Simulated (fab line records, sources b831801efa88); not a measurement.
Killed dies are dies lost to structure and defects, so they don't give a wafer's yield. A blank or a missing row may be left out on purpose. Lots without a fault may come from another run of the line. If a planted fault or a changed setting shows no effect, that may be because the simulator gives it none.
fab line records | flow sky130
[record] lots = 13 | wafers = 39 | last-day = 51
route steps=708 shown FIELD_ISO@26 NWELL@66 SONOS_ONO@171 RES_PROTECT@215
lots that met no fault: taken from a fault-free run of the same line
start-h: start of the lot's first displayed wafer, in hours after the record's first day | wait-h: hours from the lot's prior step to this one | " same as the row above | L1.1+2: a single row standing in for several wafers | - either no value or no given start | * or withheld: withheld | < > ~ a bound
route shown NAME@n: a module of which the file shows steps, and the number in the route of the first | usual: the fault-free wafers' mean and standard deviation | same: alike in all rows | chamber/n: place in a boat | sites: each site's reading | _std_site: how widely they spread, as a standard deviation | _edge_site: the outer-site mean with the inner-site mean subtracted | radius-mm: how far each site lies from the wafer's centre | mask NAME#n: copy n | behind: the last tool/chamber to shape the wafer | hold: reason for holding the lot/hours on hold/outcome of the hold | device: the transistor (n, p or np) that didn't switch | end of line: tests run on the same wafers once the route is complete | where a step has no rows: the recipe by itself | killed: dies that structure and defects cost at the first sort, which is not the same as the wafer's yield | map: the dies of a wafer, with x for killed, . for not killed, _ for no die there
set.NAME: the run value of the setting; set.NAME@STEP: its run value at that earlier step | model.NAME: the simulator's own value behind a step, which no gauge read
the route's steps for a sample of lots (tables are steps, rows are wafers)
services: when a tool's chamber went out of use (start-h, in hours from the record's first day, below 0 if earlier), for how many hours, and the reason
[[steps]]
[step SKY_FIELD_ISO_THK_MEAS_25]
[recipe] reads = SiO2_of_FIELD_ISO_CVD_24
[usual] FIELD_ISO_CVD_24_THK = 595/6.6
lot.wafer | tool          | chamber | start-h | wait-h | FIELD_ISO_CVD_24_THK[nm]
L578.1    | film-metro-03 | -       | 37.22   | 0.0    | 590
L578.2    | "             | -       | "       | "      | 593
L578.5    | "             | -       | "       | "      | 590
L580.1    | film-metro-02 | -       | 47.95   | 0.0    | 599
L580.2    | "             | -       | "       | "      | 590
L580.6    | "             | -       | "       | "      | 594
L581.1    | film-metro-02 | -       | 54.26   | 0.0    | 605
L581.2    | "             | -       | "       | "      | 589
L581.5    | "             | -       | "       | "      | 598
L582.1    | film-metro-02 | -       | 60.17   | 0.0    | 603
L582.3    | "             | -       | "       | "      | 597
L582.5    | "             | -       | "       | "      | 602
L586.2    | film-metro-02 | -       | 78.22   | 0.0    | 599
L586.4    | "             | -       | "       | "      | 599
L586.6    | "             | -       | "       | "      | 592
L587.2    | film-metro-01 | -       | 83.92   | 0.0    | 588
L587.4    | "             | -       | "       | "      | 587
L587.6    | "             | -       | "       | "      | 591
L588.2    | film-metro-01 | -       | 89.61   | 0.0    | 593
L588.3    | "             | -       | "       | "      | 587
L588.5    | "             | -       | "       | "      | 599
L589.1    | film-metro-03 | -       | 95.28   | 0.0    | 591
L589.4    | "             | -       | "       | "      | 591
L589.5    | "             | -       | "       | "      | 589
L591.2    | film-metro-01 | -       | 105.13  | 0.0    | 595
L591.4    | "             | -       | "       | "      | 599
L591.5    | "             | -       | "       | "      | 591
L593.1    | film-metro-02 | -       | 120.30  | 0.0    | 594
L593.3    | "             | -       | "       | "      | 597
L593.5    | "             | -       | "       | "      | 595
L596.3    | film-metro-02 | -       | 132.63  | 0.1    | 593
L596.4    | "             | -       | "       | "      | 591
L596.5    | "             | -       | "       | "      | 594
L597.1    | film-metro-03 | -       | 140.94  | 0.0    | 587
L597.2    | "             | -       | "       | "      | 594
L597.4    | "             | -       | "       | "      | 585
L600.1    | film-metro-02 | -       | 182.94  | 0.0    | 593
L600.2    | "             | -       | "       | "      | 582
L600.4    | "             | -       | "       | "      | 591
[step SKY_NWELL_IMPLANT_13]
[recipe] species = P | energy-kev = 50 | dose-cm2 = 7e+11 | tilt-deg = withheld
[usual] beam-on-s = 9.98/0.2 | dose-ions-cm2 = 7.001e+11/7e+08 | end-station-pressure-torr = 5e-06/2.9e-07 | faraday-current-uA = 3.96/0.078
lot.wafer | tool         | chamber | start-h | wait-h | beam-on-s | dose-ions-cm2 | end-station-pressure-torr | faraday-current-uA
L578.1    | implanter-03 | 0       | 92.39   | 0.1    | 10.23     | 7.009e+11     | 5e-06                     | 3.85
L578.2    | "            | 0       | "       | "      | 9.90      | 7e+11         | 4.99e-06                  | 3.96
L578.5    | "            | 0       | "       | "      | 10.35     | 7.009e+11     | 4.87e-06                  | 3.81
L580.1    | implanter-01 | 0       | 103.05  | 0.1    | 10.04     | 6.997e+11     | 4.95e-06                  | 3.94
L580.2    | "            | 0       | "       | "      | 9.74      | 6.999e+11     | 5.03e-06                  | 4.06
L580.6    | "            | 0       | "       | "      | 9.86      | 6.998e+11     | 4.63e-06                  | 4.01
L581.1    | implanter-01 | 0       | 112.25  | 0.1    | 10.20     | 6.993e+11     | 4.75e-06                  | 3.88
L581.2    | "            | 0       | "       | "      | 9.88      | 7.008e+11     | 4.89e-06                  | 3.97
L581.5    | "            | 0       | "       | "      | 9.78      | 6.999e+11     | 5.52e-06                  | 4.05
L582.1    | implanter-02 | 0       | 117.54  | 0.1    | 9.82      | 6.993e+11     | 5.25e-06                  | 4.03
L582.3    | "            | 0       | "       | "      | 9.92      | 7.001e+11     | 5.22e-06                  | 4.00
L582.5    | "            | 0       | "       | "      | 10.10     | 7.009e+11     | 4.72e-06                  | 3.91
L586.2    | implanter-03 | 0       | 138.53  | 0.1    | 10.17     | 6.988e+11     | 4.66e-06                  | 3.89
L586.4    | "            | 0       | "       | "      | 9.72      | 6.987e+11     | 5.07e-06                  | 4.05
L586.6    | "            | 0       | "       | "      | 9.97      | 6.988e+11     | 5.06e-06                  | 3.98
L587.2    | implanter-02 | 0       | 141.88  | 0.1    | 10.28     | 9.167e+11     | 5.41e-06                  | 5.01
L587.4    | "            | 0       | "       | "      | 10.06     | 9.163e+11     | 4.63e-06                  | 5.14
L587.6    | "            | 0       | "       | "      | 10.12     | 9.17e+11      | 5.1e-06                   | 5.10
L588.2    | implanter-03 | 0       | 150.06  | 0.1    | 9.95      | 6.996e+11     | 5.06e-06                  | 3.96
L588.3    | "            | 0       | "       | "      | 9.97      | 6.996e+11     | 4.99e-06                  | 3.95
L588.5    | "            | 0       | "       | "      | 10.08     | 6.998e+11     | 4.83e-06                  | 3.91
L589.1    | implanter-02 | 0       | 153.95  | 0.1    | 10.11     | 9.152e+11     | 5.05e-06                  | 5.10
L589.4    | "            | 0       | "       | "      | 10.03     | 9.154e+11     | 5.52e-06                  | 5.17
L589.5    | "            | 0       | "       | "      | 10.19     | 9.15e+11      | 4.97e-06                  | 5.09
L591.2    | implanter-03 | 0       | 161.58  | 0.1    | 9.94      | 7.008e+11     | 4.51e-06                  | 3.99
L591.4    | "            | 0       | "       | "      | 9.86      | 7.008e+11     | 5.52e-06                  | 4.01
L591.5    | "            | 0       | "       | "      | 10.20     | 6.993e+11     | 5.13e-06                  | 3.89
L593.1    | implanter-03 | 0       | 192.59  | 0.1    | 9.75      | 6.998e+11     | 4.89e-06                  | 4.05
L593.3    | "            | 0       | "       | "      | 9.81      | 7.003e+11     | 4.91e-06                  | 4.03
L593.5    | "            | 0       | "       | "      | 9.93      | 6.99e+11      | 4.64e-06                  | 3.99
L596.3    | implanter-03 | 0       | 204.20  | 0.1    | 9.91      | 7.005e+11     | 5.25e-06                  | 3.99
L596.4    | "            | 0       | "       | "      | 9.96      | 7.005e+11     | 5.17e-06                  | 3.97
L596.5    | "            | 0       | "       | "      | 10.11     | 7.006e+11     | 5.04e-06                  | 3.91
L597.1    | implanter-03 | 0       | 215.19  | 0.1    | 10.06     | 7.005e+11     | 5.23e-06                  | 3.93
L597.2    | "            | 0       | "       | "      | 9.80      | 7.009e+11     | 5.05e-06                  | 4.02
L597.4    | "            | 0       | "       | "      | 10.20     | 7.009e+11     | 5.26e-06                  | 3.87
L600.1    | implanter-01 | 0       | 253.85  | 0.1    | 9.93      | 7.005e+11     | 4.33e-06                  | 3.97
L600.2    | "            | 0       | "       | "      | 10.22     | 7.006e+11     | 4.88e-06                  | 3.87
L600.4    | "            | 0       | "       | "      | 10.05     | 6.997e+11     | 4.74e-06                  | 3.95
[step SKY_NWELL_RS_MEAS_29]
[recipe] thk-meas-gauge = four-point-probe
[usual] NWELL_RS = 624.7/1.7
lot.wafer | tool          | chamber | start-h | wait-h | NWELL_RS[ohm/sq]
L578.1    | film-metro-04 | -       | 110.76  | 0.1    | 627.1
L578.2    | "             | -       | "       | "      | 627.7
L578.5    | "             | -       | "       | "      | 627.3
L580.1    | film-metro-03 | -       | 122.46  | 0.1    | 626.9
L580.2    | "             | -       | "       | "      | 626.2
L580.6    | "             | -       | "       | "      | 625.3
L581.1    | film-metro-03 | -       | 131.71  | 0.1    | 623.4
L581.2    | "             | -       | "       | "      | 623.0
L581.5    | "             | -       | "       | "      | 623.0
L582.1    | film-metro-02 | -       | 136.47  | 0.1    | 625.8
L582.3    | "             | -       | "       | "      | 624.3
L582.5    | "             | -       | "       | "      | 624.5
L586.2    | film-metro-04 | -       | 155.63  | 0.1    | 627.6
L586.4    | "             | -       | "       | "      | 626.6
L586.6    | "             | -       | "       | "      | 628.7
L587.2    | film-metro-02 | -       | 158.58  | 0.1    | 615.0
L587.4    | "             | -       | "       | "      | 616.6
L587.6    | "             | -       | "       | "      | 616.9
L588.2    | film-metro-02 | -       | 167.03  | 0.1    | 623.9
L588.3    | "             | -       | "       | "      | 624.6
L588.5    | "             | -       | "       | "      | 625.5
L589.1    | film-metro-03 | -       | 174.00  | 0.1    | 616.5
L589.4    | "             | -       | "       | "      | 617.2
L589.5    | "             | -       | "       | "      | 615.4
L591.2    | film-metro-02 | -       | 183.48  | 0.1    | 625.8
L591.4    | "             | -       | "       | "      | 627.9
L591.5    | "             | -       | "       | "      | 624.8
L593.1    | film-metro-02 | -       | 214.81  | 0.1    | 625.4
L593.3    | "             | -       | "       | "      | 624.9
L593.5    | "             | -       | "       | "      | 624.1
L596.3    | film-metro-02 | -       | 226.51  | 0.1    | 624.4
L596.4    | "             | -       | "       | "      | 624.3
L596.5    | "             | -       | "       | "      | 623.9
L597.1    | film-metro-03 | -       | 237.39  | 0.1    | 621.7
L597.2    | "             | -       | "       | "      | 624.1
L597.4    | "             | -       | "       | "      | 623.9
L600.1    | film-metro-04 | -       | 277.80  | 0.1    | 624.1
L600.2    | "             | -       | "       | "      | 625.4
L600.4    | "             | -       | "       | "      | 626.6
[step SKY_SONOS_ONO_THK_MEAS_03]
[recipe] reads = Si3N4_of_SONOS_ONO_CVD_02
[usual] SONOS_ONO_CVD_02_THK = 10.49/0.16
lot.wafer | tool          | chamber | start-h | wait-h | SONOS_ONO_CVD_02_THK[nm]
L578.1    | film-metro-02 | -       | 256.86  | 0.0    | 10.75
L578.2    | "             | -       | "       | "      | 10.56
L578.5    | "             | -       | "       | "      | 10.61
L580.1    | film-metro-01 | -       | 272.01  | 0.0    | 10.48
L580.2    | "             | -       | "       | "      | 10.75
L580.6    | "             | -       | "       | "      | 10.69
L581.1    | film-metro-01 | -       | 281.25  | 0.0    | 10.74
L581.2    | "             | -       | "       | "      | 10.73
L581.5    | "             | -       | "       | "      | 10.77
L582.1    | film-metro-01 | -       | 289.53  | 0.0    | 10.48
L582.3    | "             | -       | "       | "      | 10.43
L582.5    | "             | -       | "       | "      | 10.37
L586.2    | film-metro-03 | -       | 317.82  | 0.0    | 10.68
L586.4    | "             | -       | "       | "      | 10.73
L586.6    | "             | -       | "       | "      | 10.69
L587.2    | film-metro-03 | -       | 326.12  | 0.0    | 10.54
L587.4    | "             | -       | "       | "      | 10.56
L587.6    | "             | -       | "       | "      | 10.41
L588.2    | film-metro-03 | -       | 334.54  | 0.0    | 10.53
L588.3    | "             | -       | "       | "      | 10.58
L588.5    | "             | -       | "       | "      | 10.44
L589.1    | film-metro-03 | -       | 344.01  | 0.0    | 10.55
L589.4    | "             | -       | "       | "      | 10.46
L589.5    | "             | -       | "       | "      | 10.46
L591.2    | film-metro-02 | -       | 356.51  | 0.0    | 10.53
L591.4    | "             | -       | "       | "      | 10.35
L591.5    | "             | -       | "       | "      | 10.30
L593.1    | film-metro-02 | -       | 397.33  | 0.0    | 10.43
L593.3    | "             | -       | "       | "      | 10.30
L593.5    | "             | -       | "       | "      | 10.39
L596.3    | film-metro-02 | -       | 417.15  | 0.0    | 10.48
L596.4    | "             | -       | "       | "      | 10.62
L596.5    | "             | -       | "       | "      | 10.56
L597.1    | film-metro-03 | -       | 432.46  | 0.0    | 10.73
L597.2    | "             | -       | "       | "      | 10.51
L597.4    | "             | -       | "       | "      | 10.60
L600.1    | film-metro-01 | -       | 482.78  | 0.0    | 10.28
L600.2    | "             | -       | "       | "      | 10.25
L600.4    | "             | -       | "       | "      | 10.22
[step SKY_RES_PROTECT_TW_MEAS_08]
[usual] POLY_GATE_TW = 4042/22
lot.wafer | tool          | chamber | start-h | wait-h | POLY_GATE_TW
L578.1    | film-metro-01 | -       | 338.87  | 0.1    | 4012
L578.2    | "             | -       | "       | "      | 4004
L578.5    | "             | -       | "       | "      | 4021
L580.1    | film-metro-02 | -       | 356.27  | 0.1    | 4050
L580.2    | "             | -       | "       | "      | 4037
L580.6    | "             | -       | "       | "      | 4050
L581.1    | film-metro-01 | -       | 367.97  | 0.1    | 4021
L581.2    | "             | -       | "       | "      | 4035
L581.5    | "             | -       | "       | "      | 4039
L582.1    | film-metro-04 | -       | 378.89  | 0.1    | 4055
L582.3    | "             | -       | "       | "      | 4066
L582.5    | "             | -       | "       | "      | 4063
L586.2    | film-metro-01 | -       | 410.58  | 0.1    | 3990
L586.4    | "             | -       | "       | "      | 4037
L586.6    | "             | -       | "       | "      | 4013
L587.2    | film-metro-01 | -       | 418.25  | 0.1    | 3998
L587.4    | "             | -       | "       | "      | 4018
L587.6    | "             | -       | "       | "      | 4016
L588.2    | film-metro-02 | -       | 429.45  | 0.1    | 4025
L588.3    | "             | -       | "       | "      | 4051
L588.5    | "             | -       | "       | "      | 4052
L589.1    | film-metro-04 | -       | 436.27  | 0.1    | 4055
L589.4    | "             | -       | "       | "      | 4046
L589.5    | "             | -       | "       | "      | 4053
L591.2    | film-metro-02 | -       | 453.58  | 0.1    | 4069
L591.4    | "             | -       | "       | "      | 4057
L591.5    | "             | -       | "       | "      | 4053
L593.1    | film-metro-02 | -       | 497.12  | 0.1    | 4069
L593.3    | "             | -       | "       | "      | 4062
L593.5    | "             | -       | "       | "      | 4056
L596.3    | film-metro-01 | -       | 515.11  | 0.1    | 4035
L596.4    | "             | -       | "       | "      | 4024
L596.5    | "             | -       | "       | "      | 4031
L597.1    | film-metro-01 | -       | 530.34  | 0.1    | 4028
L597.2    | "             | -       | "       | "      | 4027
L597.4    | "             | -       | "       | "      | 4006
L600.1    | film-metro-01 | -       | 580.89  | 0.1    | 4034
L600.2    | "             | -       | "       | "      | 4023
L600.4    | "             | -       | "       | "      | 4026
[[services]]
tool         | chamber | start-h | hours | kind
implanter-02 | -       | 84.08   | 32.4  | pm
implanter-03 | -       | 92.98   | 8.9   | repair
implanter-02 | -       | 120.22  | 1.0   | repair
implanter-01 | -       | 125.48  | 4.0   | pm
implanter-02 | -       | 128.05  | 2.7   | pm
implanter-01 | -       | 148.07  | 68.0  | pm
implanter-03 | -       | 172.84  | 6.3   | repair
implanter-03 | -       | 215.91  | 2.9   | repair
implanter-02 | -       | 217.64  | 3.0   | repair
implanter-02 | -       | 227.27  | 2.7   | pm
implanter-01 | -       | 237.92  | 2.0   | repair
[[key]]
[first-sign] step = SKY_NWELL_IMPLANT_13 | reading = dose-ions-cm2 | direction = up | sigmas = 99+ | usual = * | struck = *
[effect] step = SKY_NWELL_IMPLANT_13 | reading = faraday-current-uA | direction = up | sigmas = 15 | usual = 3.96 | struck = 5.10
[effect] step = SKY_NWELL_RS_MEAS_29 | reading = NWELL_RS | direction = down | sigmas = 4.9 | usual = 624.7 | struck = 616.3
met-at SKY_NWELL_IMPLANT_13
struck-lots L587,L589
tester-left-out L587,L589
not-acting-at SKY_FIELD_ISO_THK_MEAS_25,SKY_SONOS_ONO_THK_MEAS_03,SKY_RES_PROTECT_TW_MEAS_08
onset-between 117.54 141.88
[fault] kind = process-parameter-drift | tool = implanter-02 | chamber = - | onset-h = 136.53 | steps = SKY_NWELL_IMPLANT_13 | channel = dose-cm2 | offset = * | shape = step | end-h = 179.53 | acts-in = * | stated = *
// tester-left-out: of these lots the tester's yield and bins aren't shown, on N5 and GAA mostly nor the transistor test; their killed dies are dies lost to structure and defects alone, not to doping, threshold or leakage, so they don't give the yield
